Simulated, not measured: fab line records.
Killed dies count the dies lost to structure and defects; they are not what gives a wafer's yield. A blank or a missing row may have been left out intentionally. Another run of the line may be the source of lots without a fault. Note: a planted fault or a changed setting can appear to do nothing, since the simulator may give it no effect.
8D (eight disciplines) problem report, filled in by code | flow sky130 | the parts of the form that need people (team, actions taken, sign-off) are left out

== 1. PROBLEM STATEMENT ==
Across 6 wafers from 2 lots, POLY_GATE_CVD_00_THK at SKY_POLY_GATE_THK_MEAS_01 averages 142.9 nm, while fault-free wafers read 180.3 nm with a standard deviation of 1.3. That puts it -29 standard deviations away from the usual mean.
First seen on wafer L307.1, day 18 01:25, on film_metro-03. The record has a number at this step for 30 wafers belonging to 10 lots. Rule for "out" (also "out of limits"): further than 4 standard deviations from the usual mean. Any other wafer with a number is counted as sound.

== 2. WHAT THIS IS AND IS NOT ==
question                    | is                           | is not
which readings at this step | POLY_GATE_CVD_00_THK         | -
which lots                  | L307, L308                   | L299, L300, L304, L316, L317, L318, L319, L320
which wafers of those lots  | all that have a number       | -
read on which gauges        | film_metro-02, film_metro-03 | film_metro-04
when                        | from day 18 01:25            | up to then (9 sound wafers); but 15 sound wafers of L316, L317, L318, L319, L320 came after

== 3. THE SUSPECTS, EACH WITH WHAT RULES IT OUT ==
Counting: a tool at any process step up to the reading remains a suspect when it ran all the lots that are out and ran no sound lot after the first of those.
- the gauge at SKY_POLY_GATE_THK_MEAS_01 has been ruled out. 2 gauges (film_metro-02, film_metro-03) read the wafers that are out.
- lpcvd-01 at SKY_POLY_GATE_CVD_00 (deposits poly-Si, target thk 180 nm, time 720 s): ruled out as a lasting fault. Sound lots L316, L317, L318, L319, L320 ran on it after its first lot that is out, L307 (day 18 00:13).
Left after counting: nothing in the record.

== 4. THE CAUSE (what the simulator had put in) ==
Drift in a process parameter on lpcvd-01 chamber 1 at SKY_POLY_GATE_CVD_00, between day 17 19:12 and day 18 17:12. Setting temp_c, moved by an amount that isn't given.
The count ruled it out by mistake, since the rule takes a fault to strike every lot its tool runs from the start of the fault on, and this one did not do so.

== 5. THE EFFECT CHAIN, in route order ==
Each row: a reading whose mean over the struck wafers that have a number lies more than 3 standard deviations from the usual. Readings are gone through only where the record gives a usual standard deviation; hours: the median, over the lots, of the time from a lot's start at the first step in this table giving one to that lot's start at this step; sigmas: the change measured in usual standard deviations.
hours | step                      | reading              | usual      | on struck wafers | change | sigmas
0     | SKY_POLY_GATE_CVD_00      | spike_tc_bottom_C    | 641.4 C    | 628.9            | -12.5  | -5.2
0     | SKY_POLY_GATE_CVD_00      | spike_tc_centre_C    | 621.8 C    | 610.4            | -11.4  | -9.5
0     | SKY_POLY_GATE_CVD_00      | spike_tc_lower_C     | 621.3 C    | 611.8            | -9.5   | -8.7
0     | SKY_POLY_GATE_CVD_00      | spike_tc_top_C       | 638.9 C    | 627.7            | -11.2  | -4.9
0     | SKY_POLY_GATE_CVD_00      | spike_tc_upper_C     | 620.6 C    | 609.3            | -11.3  | -9.4
0     | SKY_POLY_GATE_CVD_00      | susceptor_temp_C     | 620.00 C   | 609.59           | -10.41 | -36
1     | SKY_POLY_GATE_THK_MEAS_01 | POLY_GATE_CVD_00_THK | 180.3 nm   | 142.9            | -37.4  | -29
65    | SKY_POLY_GATE_ETCH_17     | oes_product_au       | 0.989 a.u. | 0.850            | -0.139 | -21
Here are the process steps it includes:
- SKY_POLY_GATE_CVD_00: deposits poly-Si, target thk 180 nm, time 720 s.
- SKY_POLY_GATE_ETCH_17: etches poly-Si in HBr/Cl2, stops on SiO2, target depth 180 nm, time 70.5 s.

== 6. HOW IT WOULD HAVE BEEN CAUGHT EARLIER ==
The first out-of-limits reading at a measuring or inspecting step in this record came at day 18 01:25, 6 hours after the fault's start at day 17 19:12.
At SKY_POLY_GATE_CVD_00, the tool's own readings (spike_tc_bottom_C, spike_tc_centre_C, spike_tc_lower_C, spike_tc_top_C, spike_tc_upper_C, susceptor_temp_C) were out on each struck wafer the step has a row for, so an alarm limit on them would have fired on the first such wafer.
